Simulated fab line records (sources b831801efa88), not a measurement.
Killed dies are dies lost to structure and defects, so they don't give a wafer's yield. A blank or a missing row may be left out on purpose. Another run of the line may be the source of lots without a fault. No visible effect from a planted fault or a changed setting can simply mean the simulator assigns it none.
fab line records || flow gf180mcu
record: {"lots": 14, "wafers": 42, "last_day": 34}
route steps=602 shown STI@31 VT_IMPLANT@104 HV_LDD@223
lots untouched by any fault: they come from a run of this same line in which no faults occurred
start_h: hours from the record's first day to the start of the lot's first wafer shown || wait_h: hours from the lot's prior step to this one || " the same as in the row above || L1.1+2: a row that stands for several wafers || - no value, or no start given || * or withheld: withheld || < > ~ a bound
route shown NAME@n: a module of which the file shows steps, and the number in the route of the first || usual: mean/standard deviation of fault-free wafers || same: alike in all rows || chamber/n: place in a boat || sites: each site's reading || _std_site: the values' standard deviation || _edge_site: outer sites' mean less inner sites' || radius_mm: for every site, how far away it sits from the centre of the wafer || mask NAME#n: copy n || behind: the last tool/chamber to shape the wafer || hold: why the lot was held/for how many hours/how that ended || device: which transistor (n, p or np) failed to switch || end of line: tests run on the same wafers once the route is complete || a step without rows: its recipe alone || killed: dies that structure and defects cost at the first sort, which is not the same as the wafer's yield || map: shows each die of a wafer: x if killed, . if not, _ if none is there
set.NAME: the setting that was run; set.NAME@STEP: the one run at that earlier step || model.NAME: the simulator's own value behind a step, which no gauge read
route steps across a sampled set of lots; one table per step, one row per wafer
services: from which hour (start_h, from the record's first day; less than 0 if before it) a tool's chamber was out of use, for how many hours, and why
== steps ==
step: GF_STI_THK_MEAS_30
recipe: {"reads": "SiO2_of_STI_OXIDATION_29"}
usual: {"STI_OXIDATION_02_THK": "10.29/0.19"}
{"lot.wafer": "L635.2", "tool": "film_metro-02", "chamber": "-", "start_h": 34.50, "wait_h": 0.0, "STI_OXIDATION_02_THK[nm]": 10.30}
{"lot.wafer": "L635.4", "tool": "film_metro-02", "chamber": "-", "start_h": 34.50, "wait_h": 0.0, "STI_OXIDATION_02_THK[nm]": 10.20}
{"lot.wafer": "L635.5", "tool": "film_metro-02", "chamber": "-", "start_h": 34.50, "wait_h": 0.0, "STI_OXIDATION_02_THK[nm]": 10.33}
{"lot.wafer": "L636.1", "tool": "film_metro-03", "chamber": "-", "start_h": 40.23, "wait_h": 0.0, "STI_OXIDATION_02_THK[nm]": 10.44}
{"lot.wafer": "L636.2", "tool": "film_metro-03", "chamber": "-", "start_h": 40.23, "wait_h": 0.0, "STI_OXIDATION_02_THK[nm]": 10.64}
{"lot.wafer": "L636.6", "tool": "film_metro-03", "chamber": "-", "start_h": 40.23, "wait_h": 0.0, "STI_OXIDATION_02_THK[nm]": 10.66}
{"lot.wafer": "L638.2", "tool": "film_metro-02", "chamber": "-", "start_h": 50.84, "wait_h": 0.0, "STI_OXIDATION_02_THK[nm]": 10.23}
{"lot.wafer": "L638.3", "tool": "film_metro-02", "chamber": "-", "start_h": 50.84, "wait_h": 0.0, "STI_OXIDATION_02_THK[nm]": 9.92}
{"lot.wafer": "L638.6", "tool": "film_metro-02", "chamber": "-", "start_h": 50.84, "wait_h": 0.0, "STI_OXIDATION_02_THK[nm]": 9.97}
{"lot.wafer": "L639.2", "tool": "film_metro-03", "chamber": "-", "start_h": 52.23, "wait_h": 0.0, "STI_OXIDATION_02_THK[nm]": 10.23}
{"lot.wafer": "L639.4", "tool": "film_metro-03", "chamber": "-", "start_h": 52.23, "wait_h": 0.0, "STI_OXIDATION_02_THK[nm]": 10.56}
{"lot.wafer": "L639.6", "tool": "film_metro-03", "chamber": "-", "start_h": 52.23, "wait_h": 0.0, "STI_OXIDATION_02_THK[nm]": 10.37}
{"lot.wafer": "L641.2", "tool": "film_metro-03", "chamber": "-", "start_h": 63.33, "wait_h": 0.0, "STI_OXIDATION_02_THK[nm]": 10.53}
{"lot.wafer": "L641.5", "tool": "film_metro-03", "chamber": "-", "start_h": 63.33, "wait_h": 0.0, "STI_OXIDATION_02_THK[nm]": 10.49}
{"lot.wafer": "L641.6", "tool": "film_metro-03", "chamber": "-", "start_h": 63.33, "wait_h": 0.0, "STI_OXIDATION_02_THK[nm]": 10.34}
{"lot.wafer": "L643.1", "tool": "film_metro-02", "chamber": "-", "start_h": 75.30, "wait_h": 0.0, "STI_OXIDATION_02_THK[nm]": 10.40}
{"lot.wafer": "L643.2", "tool": "film_metro-02", "chamber": "-", "start_h": 75.30, "wait_h": 0.0, "STI_OXIDATION_02_THK[nm]": 10.54}
{"lot.wafer": "L643.3", "tool": "film_metro-02", "chamber": "-", "start_h": 75.30, "wait_h": 0.0, "STI_OXIDATION_02_THK[nm]": 10.44}
{"lot.wafer": "L644.1", "tool": "film_metro-03", "chamber": "-", "start_h": 76.76, "wait_h": 0.0, "STI_OXIDATION_02_THK[nm]": 10.06}
{"lot.wafer": "L644.2", "tool": "film_metro-03", "chamber": "-", "start_h": 76.76, "wait_h": 0.0, "STI_OXIDATION_02_THK[nm]": 10.10}
{"lot.wafer": "L644.5", "tool": "film_metro-03", "chamber": "-", "start_h": 76.76, "wait_h": 0.0, "STI_OXIDATION_02_THK[nm]": 10.26}
{"lot.wafer": "L645.1", "tool": "film_metro-03", "chamber": "-", "start_h": 82.34, "wait_h": 0.0, "STI_OXIDATION_02_THK[nm]": 9.90}
{"lot.wafer": "L645.3", "tool": "film_metro-03", "chamber": "-", "start_h": 82.34, "wait_h": 0.0, "STI_OXIDATION_02_THK[nm]": 10.12}
{"lot.wafer": "L645.5", "tool": "film_metro-03", "chamber": "-", "start_h": 82.34, "wait_h": 0.0, "STI_OXIDATION_02_THK[nm]": 10.14}
{"lot.wafer": "L646.1", "tool": "film_metro-02", "chamber": "-", "start_h": 87.52, "wait_h": 0.0, "STI_OXIDATION_02_THK[nm]": 10.05}
{"lot.wafer": "L646.3", "tool": "film_metro-02", "chamber": "-", "start_h": 87.52, "wait_h": 0.0, "STI_OXIDATION_02_THK[nm]": 9.98}
{"lot.wafer": "L646.5", "tool": "film_metro-02", "chamber": "-", "start_h": 87.52, "wait_h": 0.0, "STI_OXIDATION_02_THK[nm]": 10.02}
{"lot.wafer": "L649.2", "tool": "film_metro-01", "chamber": "-", "start_h": 102.97, "wait_h": 0.0, "STI_OXIDATION_02_THK[nm]": 10.67}
{"lot.wafer": "L649.4", "tool": "film_metro-01", "chamber": "-", "start_h": 102.97, "wait_h": 0.0, "STI_OXIDATION_02_THK[nm]": 10.41}
{"lot.wafer": "L649.5", "tool": "film_metro-01", "chamber": "-", "start_h": 102.97, "wait_h": 0.0, "STI_OXIDATION_02_THK[nm]": 10.44}
{"lot.wafer": "L650.3", "tool": "film_metro-01", "chamber": "-", "start_h": 106.68, "wait_h": 0.0, "STI_OXIDATION_02_THK[nm]": 10.16}
{"lot.wafer": "L650.4", "tool": "film_metro-01", "chamber": "-", "start_h": 106.68, "wait_h": 0.0, "STI_OXIDATION_02_THK[nm]": 10.11}
{"lot.wafer": "L650.5", "tool": "film_metro-01", "chamber": "-", "start_h": 106.68, "wait_h": 0.0, "STI_OXIDATION_02_THK[nm]": 10.17}
{"lot.wafer": "L655.1", "tool": "film_metro-02", "chamber": "-", "start_h": 132.76, "wait_h": 0.0, "STI_OXIDATION_02_THK[nm]": 10.25}
{"lot.wafer": "L655.3", "tool": "film_metro-02", "chamber": "-", "start_h": 132.76, "wait_h": 0.0, "STI_OXIDATION_02_THK[nm]": 10.33}
{"lot.wafer": "L655.6", "tool": "film_metro-02", "chamber": "-", "start_h": 132.76, "wait_h": 0.0, "STI_OXIDATION_02_THK[nm]": 10.36}
{"lot.wafer": "L656.1", "tool": "film_metro-03", "chamber": "-", "start_h": 138.15, "wait_h": 0.0, "STI_OXIDATION_02_THK[nm]": 10.18}
{"lot.wafer": "L656.2", "tool": "film_metro-03", "chamber": "-", "start_h": 138.15, "wait_h": 0.0, "STI_OXIDATION_02_THK[nm]": 10.34}
{"lot.wafer": "L656.4", "tool": "film_metro-03", "chamber": "-", "start_h": 138.15, "wait_h": 0.0, "STI_OXIDATION_02_THK[nm]": 10.11}
{"lot.wafer": "L657.2", "tool": "film_metro-03", "chamber": "-", "start_h": 143.87, "wait_h": 0.0, "STI_OXIDATION_02_THK[nm]": 10.47}
{"lot.wafer": "L657.3", "tool": "film_metro-03", "chamber": "-", "start_h": 143.87, "wait_h": 0.0, "STI_OXIDATION_02_THK[nm]": 10.42}
{"lot.wafer": "L657.4", "tool": "film_metro-03", "chamber": "-", "start_h": 143.87, "wait_h": 0.0, "STI_OXIDATION_02_THK[nm]": 10.35}
step: GF_VT_IMPLANT_SOFTBAKE_14
recipe: {"temp_c": 90, "time_s": 60, "resist": "NOVOLAK"}
usual: {"heater_power_total_W": "56.60/0.047", "run_length_s": "89.17/0.27"}
{"lot.wafer": "L635.2", "tool": "litho_track-02", "chamber": 0, "start_h": 121.88, "wait_h": 0.1, "heater_power_total_W": 56.57, "run_length_s": 89.60}
{"lot.wafer": "L635.4", "tool": "litho_track-02", "chamber": 0, "start_h": 121.88, "wait_h": 0.1, "heater_power_total_W": 56.63, "run_length_s": 89.40}
{"lot.wafer": "L635.5", "tool": "litho_track-02", "chamber": 0, "start_h": 121.88, "wait_h": 0.1, "heater_power_total_W": 56.59, "run_length_s": 89.34}
{"lot.wafer": "L636.1", "tool": "litho_track-01", "chamber": 0, "start_h": 129.99, "wait_h": 0.1, "heater_power_total_W": 56.60, "run_length_s": 88.96}
{"lot.wafer": "L636.2", "tool": "litho_track-01", "chamber": 0, "start_h": 129.99, "wait_h": 0.1, "heater_power_total_W": 56.55, "run_length_s": 88.98}
{"lot.wafer": "L636.6", "tool": "litho_track-01", "chamber": 0, "start_h": 129.99, "wait_h": 0.1, "heater_power_total_W": 56.65, "run_length_s": 88.81}
{"lot.wafer": "L638.2", "tool": "litho_track-01", "chamber": 0, "start_h": 140.82, "wait_h": 0.1, "heater_power_total_W": 56.61, "run_length_s": 88.87}
{"lot.wafer": "L638.3", "tool": "litho_track-01", "chamber": 0, "start_h": 140.82, "wait_h": 0.1, "heater_power_total_W": 56.60, "run_length_s": 88.82}
{"lot.wafer": "L638.6", "tool": "litho_track-01", "chamber": 0, "start_h": 140.82, "wait_h": 0.1, "heater_power_total_W": 56.60, "run_length_s": 88.95}
{"lot.wafer": "L639.2", "tool": "litho_track-03", "chamber": 0, "start_h": 144.03, "wait_h": 0.1, "heater_power_total_W": 56.60, "run_length_s": 89.00}
{"lot.wafer": "L639.4", "tool": "litho_track-03", "chamber": 0, "start_h": 144.03, "wait_h": 0.1, "heater_power_total_W": 56.64, "run_length_s": 89.16}
{"lot.wafer": "L639.6", "tool": "litho_track-03", "chamber": 0, "start_h": 144.03, "wait_h": 0.1, "heater_power_total_W": 56.54, "run_length_s": 89.09}
{"lot.wafer": "L641.2", "tool": "litho_track-02", "chamber": 0, "start_h": 157.73, "wait_h": 0.1, "heater_power_total_W": 56.55, "run_length_s": 89.58}
{"lot.wafer": "L641.5", "tool": "litho_track-02", "chamber": 0, "start_h": 157.73, "wait_h": 0.1, "heater_power_total_W": 56.54, "run_length_s": 89.51}
{"lot.wafer": "L641.6", "tool": "litho_track-02", "chamber": 0, "start_h": 157.73, "wait_h": 0.1, "heater_power_total_W": 56.53, "run_length_s": 89.50}
{"lot.wafer": "L643.1", "tool": "litho_track-02", "chamber": 0, "start_h": 170.45, "wait_h": 0.1, "heater_power_total_W": 56.57, "run_length_s": 89.36}
{"lot.wafer": "L643.2", "tool": "litho_track-02", "chamber": 0, "start_h": 170.45, "wait_h": 0.1, "heater_power_total_W": 56.58, "run_length_s": 89.39}
{"lot.wafer": "L643.3", "tool": "litho_track-02", "chamber": 0, "start_h": 170.45, "wait_h": 0.1, "heater_power_total_W": 56.52, "run_length_s": 89.42}
{"lot.wafer": "L644.1", "tool": "litho_track-03", "chamber": 0, "start_h": 174.76, "wait_h": 0.1, "heater_power_total_W": 56.57, "run_length_s": 89.06}
{"lot.wafer": "L644.2", "tool": "litho_track-03", "chamber": 0, "start_h": 174.76, "wait_h": 0.1, "heater_power_total_W": 56.61, "run_length_s": 89.07}
{"lot.wafer": "L644.5", "tool": "litho_track-03", "chamber": 0, "start_h": 174.76, "wait_h": 0.1, "heater_power_total_W": 56.63, "run_length_s": 89.05}
{"lot.wafer": "L645.1", "tool": "litho_track-01", "chamber": 0, "start_h": 180.39, "wait_h": 0.1, "heater_power_total_W": 56.56, "run_length_s": 88.79}
{"lot.wafer": "L645.3", "tool": "litho_track-01", "chamber": 0, "start_h": 180.39, "wait_h": 0.1, "heater_power_total_W": 56.65, "run_length_s": 89.03}
{"lot.wafer": "L645.5", "tool": "litho_track-01", "chamber": 0, "start_h": 180.39, "wait_h": 0.1, "heater_power_total_W": 56.68, "run_length_s": 89.10}
{"lot.wafer": "L646.1", "tool": "litho_track-01", "chamber": 0, "start_h": 186.49, "wait_h": 0.1, "heater_power_total_W": 56.50, "run_length_s": 89.04}
{"lot.wafer": "L646.3", "tool": "litho_track-01", "chamber": 0, "start_h": 186.49, "wait_h": 0.1, "heater_power_total_W": 56.65, "run_length_s": 88.93}
{"lot.wafer": "L646.5", "tool": "litho_track-01", "chamber": 0, "start_h": 186.49, "wait_h": 0.1, "heater_power_total_W": 56.62, "run_length_s": 88.93}
{"lot.wafer": "L649.2", "tool": "litho_track-01", "chamber": 0, "start_h": 206.12, "wait_h": 0.1, "heater_power_total_W": 60.03, "run_length_s": 78.66}
{"lot.wafer": "L649.4", "tool": "litho_track-01", "chamber": 0, "start_h": 206.12, "wait_h": 0.1, "heater_power_total_W": 60.08, "run_length_s": 78.68}
{"lot.wafer": "L649.5", "tool": "litho_track-01", "chamber": 0, "start_h": 206.12, "wait_h": 0.1, "heater_power_total_W": 60.03, "run_length_s": 78.67}
{"lot.wafer": "L650.3", "tool": "litho_track-01", "chamber": 0, "start_h": 211.04, "wait_h": 0.1, "heater_power_total_W": 60.04, "run_length_s": 78.75}
{"lot.wafer": "L650.4", "tool": "litho_track-01", "chamber": 0, "start_h": 211.04, "wait_h": 0.1, "heater_power_total_W": 59.97, "run_length_s": 78.65}
{"lot.wafer": "L650.5", "tool": "litho_track-01", "chamber": 0, "start_h": 211.04, "wait_h": 0.1, "heater_power_total_W": 60.05, "run_length_s": 78.80}
{"lot.wafer": "L655.1", "tool": "litho_track-03", "chamber": 0, "start_h": 242.31, "wait_h": 0.1, "heater_power_total_W": 56.57, "run_length_s": 88.99}
{"lot.wafer": "L655.3", "tool": "litho_track-03", "chamber": 0, "start_h": 242.31, "wait_h": 0.1, "heater_power_total_W": 56.58, "run_length_s": 89.20}
{"lot.wafer": "L655.6", "tool": "litho_track-03", "chamber": 0, "start_h": 242.31, "wait_h": 0.1, "heater_power_total_W": 56.61, "run_length_s": 88.98}
{"lot.wafer": "L656.1", "tool": "litho_track-03", "chamber": 0, "start_h": 250.46, "wait_h": 0.1, "heater_power_total_W": 56.54, "run_length_s": 89.22}
{"lot.wafer": "L656.2", "tool": "litho_track-03", "chamber": 0, "start_h": 250.46, "wait_h": 0.1, "heater_power_total_W": 56.62, "run_length_s": 89.04}
{"lot.wafer": "L656.4", "tool": "litho_track-03", "chamber": 0, "start_h": 250.46, "wait_h": 0.1, "heater_power_total_W": 56.61, "run_length_s": 89.06}
{"lot.wafer": "L657.2", "tool": "litho_track-02", "chamber": 0, "start_h": 256.73, "wait_h": 0.1, "heater_power_total_W": 56.56, "run_length_s": 89.34}
{"lot.wafer": "L657.3", "tool": "litho_track-02", "chamber": 0, "start_h": 256.73, "wait_h": 0.1, "heater_power_total_W": 56.61, "run_length_s": 89.47}
{"lot.wafer": "L657.4", "tool": "litho_track-02", "chamber": 0, "start_h": 256.73, "wait_h": 0.1, "heater_power_total_W": 56.60, "run_length_s": 89.52}
step: GF_HV_LDD_OVL_MEAS_47
usual: {"HV_LDD_03_OVL": "-0.2/1.4"}
{"lot.wafer": "L635.2", "tool": "overlay-01", "chamber": "-", "start_h": 277.63, "wait_h": 0.1, "HV_LDD_03_OVL[nm]": -0.6}
{"lot.wafer": "L635.4", "tool": "overlay-01", "chamber": "-", "start_h": 277.63, "wait_h": 0.1, "HV_LDD_03_OVL[nm]": -2.9}
{"lot.wafer": "L635.5", "tool": "overlay-01", "chamber": "-", "start_h": 277.63, "wait_h": 0.1, "HV_LDD_03_OVL[nm]": -0.7}
{"lot.wafer": "L636.1", "tool": "overlay-01", "chamber": "-", "start_h": 286.07, "wait_h": 0.1, "HV_LDD_03_OVL[nm]": 0.3}
{"lot.wafer": "L636.2", "tool": "overlay-01", "chamber": "-", "start_h": 286.07, "wait_h": 0.1, "HV_LDD_03_OVL[nm]": 0.1}
{"lot.wafer": "L636.6", "tool": "overlay-01", "chamber": "-", "start_h": 286.07, "wait_h": 0.1, "HV_LDD_03_OVL[nm]": 1.0}
{"lot.wafer": "L638.2", "tool": "overlay-01", "chamber": "-", "start_h": 301.18, "wait_h": 0.1, "HV_LDD_03_OVL[nm]": -2.5}
{"lot.wafer": "L638.3", "tool": "overlay-01", "chamber": "-", "start_h": 301.18, "wait_h": 0.1, "HV_LDD_03_OVL[nm]": -1.5}
{"lot.wafer": "L638.6", "tool": "overlay-01", "chamber": "-", "start_h": 301.18, "wait_h": 0.1, "HV_LDD_03_OVL[nm]": -3.7}
{"lot.wafer": "L639.2", "tool": "overlay-02", "chamber": "-", "start_h": 308.88, "wait_h": 0.1, "HV_LDD_03_OVL[nm]": -0.5}
{"lot.wafer": "L639.4", "tool": "overlay-02", "chamber": "-", "start_h": 308.88, "wait_h": 0.1, "HV_LDD_03_OVL[nm]": -1.0}
{"lot.wafer": "L639.6", "tool": "overlay-02", "chamber": "-", "start_h": 308.88, "wait_h": 0.1, "HV_LDD_03_OVL[nm]": -0.6}
{"lot.wafer": "L641.2", "tool": "overlay-01", "chamber": "-", "start_h": 322.73, "wait_h": 0.1, "HV_LDD_03_OVL[nm]": 2.4}
{"lot.wafer": "L641.5", "tool": "overlay-01", "chamber": "-", "start_h": 322.73, "wait_h": 0.1, "HV_LDD_03_OVL[nm]": 0.9}
{"lot.wafer": "L641.6", "tool": "overlay-01", "chamber": "-", "start_h": 322.73, "wait_h": 0.1, "HV_LDD_03_OVL[nm]": 2.0}
{"lot.wafer": "L643.1", "tool": "overlay-01", "chamber": "-", "start_h": 337.92, "wait_h": 0.1, "HV_LDD_03_OVL[nm]": -1.4}
{"lot.wafer": "L643.2", "tool": "overlay-01", "chamber": "-", "start_h": 337.92, "wait_h": 0.1, "HV_LDD_03_OVL[nm]": -1.7}
{"lot.wafer": "L643.3", "tool": "overlay-01", "chamber": "-", "start_h": 337.92, "wait_h": 0.1, "HV_LDD_03_OVL[nm]": -2.0}
{"lot.wafer": "L644.1", "tool": "overlay-01", "chamber": "-", "start_h": 341.72, "wait_h": 0.1, "HV_LDD_03_OVL[nm]": -0.1}
{"lot.wafer": "L644.2", "tool": "overlay-01", "chamber": "-", "start_h": 341.72, "wait_h": 0.1, "HV_LDD_03_OVL[nm]": 0.0}
{"lot.wafer": "L644.5", "tool": "overlay-01", "chamber": "-", "start_h": 341.72, "wait_h": 0.1, "HV_LDD_03_OVL[nm]": -1.1}
{"lot.wafer": "L645.1", "tool": "overlay-02", "chamber": "-", "start_h": 352.32, "wait_h": 0.1, "HV_LDD_03_OVL[nm]": -0.2}
{"lot.wafer": "L645.3", "tool": "overlay-02", "chamber": "-", "start_h": 352.32, "wait_h": 0.1, "HV_LDD_03_OVL[nm]": 0.5}
{"lot.wafer": "L645.5", "tool": "overlay-02", "chamber": "-", "start_h": 352.32, "wait_h": 0.1, "HV_LDD_03_OVL[nm]": 1.0}
{"lot.wafer": "L646.1", "tool": "overlay-02", "chamber": "-", "start_h": 358.07, "wait_h": 0.1, "HV_LDD_03_OVL[nm]": 0.2}
{"lot.wafer": "L646.3", "tool": "overlay-02", "chamber": "-", "start_h": 358.07, "wait_h": 0.1, "HV_LDD_03_OVL[nm]": 0.1}
{"lot.wafer": "L646.5", "tool": "overlay-02", "chamber": "-", "start_h": 358.07, "wait_h": 0.1, "HV_LDD_03_OVL[nm]": -0.6}
{"lot.wafer": "L649.2", "tool": "overlay-02", "chamber": "-", "start_h": 384.13, "wait_h": 0.1, "HV_LDD_03_OVL[nm]": 0.4}
{"lot.wafer": "L649.4", "tool": "overlay-02", "chamber": "-", "start_h": 384.13, "wait_h": 0.1, "HV_LDD_03_OVL[nm]": 2.1}
{"lot.wafer": "L649.5", "tool": "overlay-02", "chamber": "-", "start_h": 384.13, "wait_h": 0.1, "HV_LDD_03_OVL[nm]": 1.0}
{"lot.wafer": "L650.3", "tool": "overlay-01", "chamber": "-", "start_h": 392.20, "wait_h": 0.1, "HV_LDD_03_OVL[nm]": 2.8}
{"lot.wafer": "L650.4", "tool": "overlay-01", "chamber": "-", "start_h": 392.20, "wait_h": 0.1, "HV_LDD_03_OVL[nm]": 0.5}
{"lot.wafer": "L650.5", "tool": "overlay-01", "chamber": "-", "start_h": 392.20, "wait_h": 0.1, "HV_LDD_03_OVL[nm]": 0.5}
{"lot.wafer": "L655.1", "tool": "overlay-02", "chamber": "-", "start_h": 431.57, "wait_h": 0.1, "HV_LDD_03_OVL[nm]": 1.2}
{"lot.wafer": "L655.3", "tool": "overlay-02", "chamber": "-", "start_h": 431.57, "wait_h": 0.1, "HV_LDD_03_OVL[nm]": 1.0}
{"lot.wafer": "L655.6", "tool": "overlay-02", "chamber": "-", "start_h": 431.57, "wait_h": 0.1, "HV_LDD_03_OVL[nm]": 0.2}
{"lot.wafer": "L656.1", "tool": "overlay-01", "chamber": "-", "start_h": 442.62, "wait_h": 0.1, "HV_LDD_03_OVL[nm]": -0.3}
{"lot.wafer": "L656.2", "tool": "overlay-01", "chamber": "-", "start_h": 442.62, "wait_h": 0.1, "HV_LDD_03_OVL[nm]": 0.8}
{"lot.wafer": "L656.4", "tool": "overlay-01", "chamber": "-", "start_h": 442.62, "wait_h": 0.1, "HV_LDD_03_OVL[nm]": -0.7}
{"lot.wafer": "L657.2", "tool": "overlay-01", "chamber": "-", "start_h": 452.92, "wait_h": 0.1, "HV_LDD_03_OVL[nm]": -0.5}
{"lot.wafer": "L657.3", "tool": "overlay-01", "chamber": "-", "start_h": 452.92, "wait_h": 0.1, "HV_LDD_03_OVL[nm]": -0.5}
{"lot.wafer": "L657.4", "tool": "overlay-01", "chamber": "-", "start_h": 452.92, "wait_h": 0.1, "HV_LDD_03_OVL[nm]": -0.2}
step: GF_HV_LDD_TW_MEAS_50
usual: {"HV_LDD_4_TW": "569/7.4"}
{"lot.wafer": "L635.2", "tool": "film_metro-03", "chamber": "-", "start_h": 277.92, "wait_h": 0.1, "HV_LDD_4_TW": 566}
{"lot.wafer": "L635.4", "tool": "film_metro-03", "chamber": "-", "start_h": 277.92, "wait_h": 0.1, "HV_LDD_4_TW": 563}
{"lot.wafer": "L635.5", "tool": "film_metro-03", "chamber": "-", "start_h": 277.92, "wait_h": 0.1, "HV_LDD_4_TW": 563}
{"lot.wafer": "L636.1", "tool": "film_metro-03", "chamber": "-", "start_h": 286.36, "wait_h": 0.1, "HV_LDD_4_TW": 565}
{"lot.wafer": "L636.2", "tool": "film_metro-03", "chamber": "-", "start_h": 286.36, "wait_h": 0.1, "HV_LDD_4_TW": 564}
{"lot.wafer": "L636.6", "tool": "film_metro-03", "chamber": "-", "start_h": 286.36, "wait_h": 0.1, "HV_LDD_4_TW": 561}
{"lot.wafer": "L638.2", "tool": "film_metro-04", "chamber": "-", "start_h": 301.47, "wait_h": 0.1, "HV_LDD_4_TW": 581}
{"lot.wafer": "L638.3", "tool": "film_metro-04", "chamber": "-", "start_h": 301.47, "wait_h": 0.1, "HV_LDD_4_TW": 578}
{"lot.wafer": "L638.6", "tool": "film_metro-04", "chamber": "-", "start_h": 301.47, "wait_h": 0.1, "HV_LDD_4_TW": 577}
{"lot.wafer": "L639.2", "tool": "film_metro-01", "chamber": "-", "start_h": 309.17, "wait_h": 0.1, "HV_LDD_4_TW": 562}
{"lot.wafer": "L639.4", "tool": "film_metro-01", "chamber": "-", "start_h": 309.17, "wait_h": 0.1, "HV_LDD_4_TW": 564}
{"lot.wafer": "L639.6", "tool": "film_metro-01", "chamber": "-", "start_h": 309.17, "wait_h": 0.1, "HV_LDD_4_TW": 562}
{"lot.wafer": "L641.2", "tool": "film_metro-04", "chamber": "-", "start_h": 323.02, "wait_h": 0.1, "HV_LDD_4_TW": 582}
{"lot.wafer": "L641.5", "tool": "film_metro-04", "chamber": "-", "start_h": 323.02, "wait_h": 0.1, "HV_LDD_4_TW": 579}
{"lot.wafer": "L641.6", "tool": "film_metro-04", "chamber": "-", "start_h": 323.02, "wait_h": 0.1, "HV_LDD_4_TW": 582}
{"lot.wafer": "L643.1", "tool": "film_metro-01", "chamber": "-", "start_h": 338.21, "wait_h": 0.1, "HV_LDD_4_TW": 564}
{"lot.wafer": "L643.2", "tool": "film_metro-01", "chamber": "-", "start_h": 338.21, "wait_h": 0.1, "HV_LDD_4_TW": 565}
{"lot.wafer": "L643.3", "tool": "film_metro-01", "chamber": "-", "start_h": 338.21, "wait_h": 0.1, "HV_LDD_4_TW": 565}
{"lot.wafer": "L644.1", "tool": "film_metro-04", "chamber": "-", "start_h": 342.01, "wait_h": 0.1, "HV_LDD_4_TW": 575}
{"lot.wafer": "L644.2", "tool": "film_metro-04", "chamber": "-", "start_h": 342.01, "wait_h": 0.1, "HV_LDD_4_TW": 578}
{"lot.wafer": "L644.5", "tool": "film_metro-04", "chamber": "-", "start_h": 342.01, "wait_h": 0.1, "HV_LDD_4_TW": 578}
{"lot.wafer": "L645.1", "tool": "film_metro-03", "chamber": "-", "start_h": 352.61, "wait_h": 0.1, "HV_LDD_4_TW": 565}
{"lot.wafer": "L645.3", "tool": "film_metro-03", "chamber": "-", "start_h": 352.61, "wait_h": 0.1, "HV_LDD_4_TW": 565}
{"lot.wafer": "L645.5", "tool": "film_metro-03", "chamber": "-", "start_h": 352.61, "wait_h": 0.1, "HV_LDD_4_TW": 562}
{"lot.wafer": "L646.1", "tool": "film_metro-04", "chamber": "-", "start_h": 358.36, "wait_h": 0.1, "HV_LDD_4_TW": 578}
{"lot.wafer": "L646.3", "tool": "film_metro-04", "chamber": "-", "start_h": 358.36, "wait_h": 0.1, "HV_LDD_4_TW": 579}
{"lot.wafer": "L646.5", "tool": "film_metro-04", "chamber": "-", "start_h": 358.36, "wait_h": 0.1, "HV_LDD_4_TW": 579}
{"lot.wafer": "L649.2", "tool": "film_metro-03", "chamber": "-", "start_h": 384.42, "wait_h": 0.1, "HV_LDD_4_TW": 564}
{"lot.wafer": "L649.4", "tool": "film_metro-03", "chamber": "-", "start_h": 384.42, "wait_h": 0.1, "HV_LDD_4_TW": 562}
{"lot.wafer": "L649.5", "tool": "film_metro-03", "chamber": "-", "start_h": 384.42, "wait_h": 0.1, "HV_LDD_4_TW": 565}
{"lot.wafer": "L650.3", "tool": "film_metro-01", "chamber": "-", "start_h": 392.49, "wait_h": 0.1, "HV_LDD_4_TW": 555}
{"lot.wafer": "L650.4", "tool": "film_metro-01", "chamber": "-", "start_h": 392.49, "wait_h": 0.1, "HV_LDD_4_TW": 560}
{"lot.wafer": "L650.5", "tool": "film_metro-01", "chamber": "-", "start_h": 392.49, "wait_h": 0.1, "HV_LDD_4_TW": 562}
{"lot.wafer": "L655.1", "tool": "film_metro-03", "chamber": "-", "start_h": 431.86, "wait_h": 0.1, "HV_LDD_4_TW": 563}
{"lot.wafer": "L655.3", "tool": "film_metro-03", "chamber": "-", "start_h": 431.86, "wait_h": 0.1, "HV_LDD_4_TW": 562}
{"lot.wafer": "L655.6", "tool": "film_metro-03", "chamber": "-", "start_h": 431.86, "wait_h": 0.1, "HV_LDD_4_TW": 565}
{"lot.wafer": "L656.1", "tool": "film_metro-04", "chamber": "-", "start_h": 442.90, "wait_h": 0.1, "HV_LDD_4_TW": 577}
{"lot.wafer": "L656.2", "tool": "film_metro-04", "chamber": "-", "start_h": 442.90, "wait_h": 0.1, "HV_LDD_4_TW": 576}
{"lot.wafer": "L656.4", "tool": "film_metro-04", "chamber": "-", "start_h": 442.90, "wait_h": 0.1, "HV_LDD_4_TW": 576}
{"lot.wafer": "L657.2", "tool": "film_metro-01", "chamber": "-", "start_h": 453.21, "wait_h": 0.1, "HV_LDD_4_TW": 562}
{"lot.wafer": "L657.3", "tool": "film_metro-01", "chamber": "-", "start_h": 453.21, "wait_h": 0.1, "HV_LDD_4_TW": 560}
{"lot.wafer": "L657.4", "tool": "film_metro-01", "chamber": "-", "start_h": 453.21, "wait_h": 0.1, "HV_LDD_4_TW": 564}
== services ==
{"tool": "litho_track-03", "chamber": "-", "start_h": 188.75, "hours": "-", "kind": "consumable_replace:filter"}
== key ==
first_sign: {"step": "GF_VT_IMPLANT_SOFTBAKE_14", "reading": "heater_power_total_W", "direction": "up", "sigmas": 73, "usual": 56.60, "struck": 60.03}
effect: {"step": "GF_VT_IMPLANT_SOFTBAKE_14", "reading": "run_length_s", "direction": "down", "sigmas": 39, "usual": "*", "struck": "*"}
met_at GF_VT_IMPLANT_SOFTBAKE_14
struck_lots L649,L650
tester_left_out L649,L650
not_acting_at GF_STI_THK_MEAS_30,GF_HV_LDD_OVL_MEAS_47,GF_HV_LDD_TW_MEAS_50
onset_between 186.49 206.12
fault: {"kind": "process_parameter_drift", "tool": "litho_track-01", "chamber": "-", "onset_h": 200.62, "steps": "GF_VT_IMPLANT_SOFTBAKE_14", "channel": "time_s", "offset": "*", "shape": "step", "end_h": 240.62, "acts_in": "*", "stated": "*"}
tester_left_out: of these lots the tester's yield and bins aren't shown, on N5 and GAA mostly nor the transistor test; their killed dies are dies lost to structure and defects alone, not to doping, threshold or leakage, so they don't give the yield
